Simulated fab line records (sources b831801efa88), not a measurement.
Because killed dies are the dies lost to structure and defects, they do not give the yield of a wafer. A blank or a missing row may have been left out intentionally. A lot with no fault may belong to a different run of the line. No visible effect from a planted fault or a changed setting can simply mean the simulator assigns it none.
A struck lot beside a sound one || flow gf180mcu || 43 steps out of a route of 602
Sound: wafers L972.1, L972.3, L972.6. Struck: wafer L983.5. (L983.2, L983.6 of the same lot were not struck and are left out.) The cause comes at the end.
Order at every step that has rows: each side's tool, ch and its chambers, its first start. Under that, the readings that differ: sound wafers || struck wafers || difference of the means || sigmas: that difference in standard deviations of wafers without a fault.
alike: words and numbers the same on both sides, and readings whose means are apart by under 2 such deviations; not compared: readings that were withheld, readings missing a value for some wafer, numbers with overlapping values and no deviation given by the record, and bounds like >300 which may hide the same value.
Wherever a step has rows on one side only, a row that says differs or no value, or a row with sigmas, the two part there. Non-overlapping numbers with no deviation appear without sigmas and do not part them. A reading that every wafer of one side lacks parts them only if that side has two wafers or more.

GF_DNWELL_STRIP_08: strips in O2/N2.
  sound on plasma-asher-04 ch 1, day 3 12:04; struck on plasma-asher-01 ch 0, day 5 19:16
{"reading": "oes-product-au (a.u.)", "sound": "0.718 0.720 0.718", "struck": 0.729, "difference": "+0.010", "sigmas": "+2"}
  alike: drypump-motor-current-A, heater-power-w, strip-time-to-endpoint-s
  not compared: rf-hours-counter-h
GF_DNWELL_TW_MEAS_09:
  struck on film-metro-03, day 5 19:22; sound on film-metro-03, day 3 12:10
  alike: DNWELL_TW
then, 7 steps without rows for these wafers: GF_NWELL_DEHYDRATE_00 (time 60 s); GF_NWELL_HMDS_01 (prime time 60 s); GF_NWELL_COAT_02 (resist thk 3000 nm); GF_NWELL_SOFTBAKE_03; GF_NWELL_EXPOSE_04 (exposes mask Nwell, target cd 860 nm); GF_NWELL_PEB_05; GF_NWELL_DEVELOP_06 (develop time 60 s).
GF_NWELL_OVL_MEAS_07:
  struck on overlay-02, day 6 09:55; sound on overlay-02, day 4 00:37
  alike: NWELL_OVL
then, 2 steps without rows for these wafers: GF_NWELL_IMPLANT_08; GF_NWELL_IMPLANT_09.
GF_NWELL_STRIP_10: strips in O2/N2.
  sound on plasma-asher-01 ch 0,1, day 4 00:56; struck on plasma-asher-01 ch 1, day 6 10:14
  alike: drypump-motor-current-A, heater-power-w, oes-product-au, strip-time-to-endpoint-s
  not compared: rf-hours-counter-h
GF_NWELL_TW_MEAS_11:
  struck on film-metro-01, day 6 10:21; sound on film-metro-03, day 4 01:02
  alike: NWELL_TW
then, 7 steps without rows for these wafers: GF_LVPWELL_DEHYDRATE_00 (time 60 s); GF_LVPWELL_HMDS_01 (prime time 60 s); GF_LVPWELL_COAT_02 (resist thk 3000 nm); GF_LVPWELL_SOFTBAKE_03; GF_LVPWELL_EXPOSE_04 (exposes mask LVPWELL, target cd 600 nm); GF_LVPWELL_PEB_05; GF_LVPWELL_DEVELOP_06 (develop time 60 s).
GF_LVPWELL_OVL_MEAS_07:
  struck on overlay-01, day 7 01:19; sound on overlay-01, day 4 14:43
  alike: LVPWELL_OVL
then, 2 steps without rows for these wafers: GF_LVPWELL_IMPLANT_08; GF_LVPWELL_IMPLANT_09.
GF_LVPWELL_STRIP_10: strips in O2/N2.
  sound on plasma-asher-03 ch 0,1, day 4 15:02; struck on plasma-asher-02 ch 1, day 7 01:38
  alike: drypump-motor-current-A, heater-power-w, oes-product-au, strip-time-to-endpoint-s
  not compared: rf-hours-counter-h
GF_LVPWELL_TW_MEAS_11:
  struck on film-metro-01, day 7 01:45; sound on film-metro-02, day 4 15:08
{"reading": "LVPWELL_TW", "sound": "549 550 551", "struck": 557, "difference": "+7", "sigmas": "+2"}
then, 7 steps without rows for these wafers: GF_MVSD_DEHYDRATE_00 (time 60 s); GF_MVSD_HMDS_01 (prime time 60 s); GF_MVSD_COAT_02 (resist thk 3000 nm); GF_MVSD_SOFTBAKE_03; GF_MVSD_EXPOSE_04 (exposes mask MVSD, target cd 1000 nm); GF_MVSD_PEB_05; GF_MVSD_DEVELOP_06 (develop time 60 s).
GF_MVSD_OVL_MEAS_07:
  struck on overlay-01, day 7 17:16; sound on overlay-02, day 5 04:40
{"reading": "MVSD_OVL (nm)", "sound": "-1.7 -2.6 -1.6", "struck": 2.1, "difference": "+4.1", "sigmas": "+2"}
then, 2 steps without rows for these wafers: GF_MVSD_IMPLANT_08; GF_MVSD_IMPLANT_09.
GF_MVSD_STRIP_10: strips in O2/N2.
  sound on plasma-asher-04 ch 0,1, day 5 04:59; struck on plasma-asher-04 ch 1, day 7 17:35
  alike: drypump-motor-current-A, heater-power-w, oes-product-au, strip-time-to-endpoint-s
  not compared: rf-hours-counter-h
GF_MVSD_TW_MEAS_11:
  struck on film-metro-03, day 7 17:42; sound on film-metro-01, day 5 05:05
  alike: MVSD_TW
then, 4 steps without rows for these wafers: GF_MVPSD_DEHYDRATE_00 (time 60 s); GF_MVPSD_HMDS_01 (prime time 60 s); GF_MVPSD_COAT_02 (resist thk 3000 nm); GF_MVPSD_SOFTBAKE_03.
-- the record jumps here: 25 days lie between the struck wafers' starts before and after (it left off in module MVPSD and takes up again in module PASSIVATION, whose first step shown is number 602 of the route) --
GF_PASSIVATION_PROBE_99:
  record: rows for the struck wafers here (prober-01, day 33 00:29), none for the sound ones

WHERE THEY PART
At GF_DNWELL_STRIP_08 first; at GF_PASSIVATION_PROBE_99 last (within this record only).

WHY: what had been put in by the simulator
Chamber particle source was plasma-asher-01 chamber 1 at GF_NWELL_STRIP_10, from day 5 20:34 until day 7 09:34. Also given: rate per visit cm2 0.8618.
